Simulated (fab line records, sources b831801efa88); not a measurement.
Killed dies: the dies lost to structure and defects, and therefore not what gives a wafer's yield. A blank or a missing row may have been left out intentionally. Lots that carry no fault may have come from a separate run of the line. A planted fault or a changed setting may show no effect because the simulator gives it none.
The same fault as seen by 2 desks | flow gf180mcu | every desk sees just its own numbers, and what lay behind them comes last

## FROM THE METROLOGY DESK
What the gauges read for every lot (on any tool): the sampled wafers with a number, averaged. Marked OUT: a lot whose mean sits more than 4 standard deviations from the usual mean, which makes it out of limits; the brackets give that distance.
Columns: A = V5_W_RS at GF_V5_RS_MEAS_24, usual 0.333 ohm/sq; B = V5_W_THK at GF_V5_THK_MEAS_25, usual 340 nm
lot  | first seen here | A     | B
L853 | day 27 05:24    | 0.334 | 338
L854 | day 27 07:55    | 0.334 | 340
L858 | day 28 20:47    | 0.329 | 343
L860 | day 29 11:07    | 0.330 | 341
L861 | day 29 21:06    | 0.333 | 337
L862 | day 30 05:04    | 0.339 | 338
L864 | day 30 17:24    | 0.328 | 348
L863 | day 30 19:15    | 0.331 | 345
L865 | day 31 00:01    | 0.334 | 340
L866 | day 31 05:15    | 0.326 | 347
L871 | day 32 13:35    | 0.330 | 339
L873 | day 33 00:35    | 0.335 | 340
L876 | day 33 13:43    | 0.341 | 333
Result from this desk: across the 13 lots, nothing is out of limits.

## FOR THE TOOL OWNER'S DESK: pvd-sputter-01
At GF_TOP_METAL_SPUTTER_04 (material TiN, target thk 25 nm, time 20.8 s) the tool's own readings: per lot run on this tool, the mean of the sampled wafers that have a number. Marked OUT: a lot whose mean sits more than 4 standard deviations from the usual mean, which makes it out of limits; the brackets give that distance.
Columns: A = cathode-dc-power-W at GF_TOP_METAL_SPUTTER_04, usual 6500.1 W; B = throttle-valve-pct at GF_TOP_METAL_SPUTTER_04, usual 30.3 %
lot  | first seen here | A      | B
L853 | day 27 06:05    | 6499.4 | 30.2
L860 | day 29 11:45    | 6500.6 | 29.4
L862 | day 30 05:42    | 6500.7 | 30.1
L863 | day 30 19:54    | 6499.3 | 29.3
L865 | day 31 00:41    | 6499.7 | 30.2
L866 | day 31 05:55    | 6500.7 | 28.4
Result from this desk: across the 6 lots, nothing is out of limits.

## BROUGHT TOGETHER
Nothing out of limits was seen by the metrology desk.
Nothing out of limits was seen by the tool owner's desk.

## WHAT THE SIMULATOR HAD INSERTED
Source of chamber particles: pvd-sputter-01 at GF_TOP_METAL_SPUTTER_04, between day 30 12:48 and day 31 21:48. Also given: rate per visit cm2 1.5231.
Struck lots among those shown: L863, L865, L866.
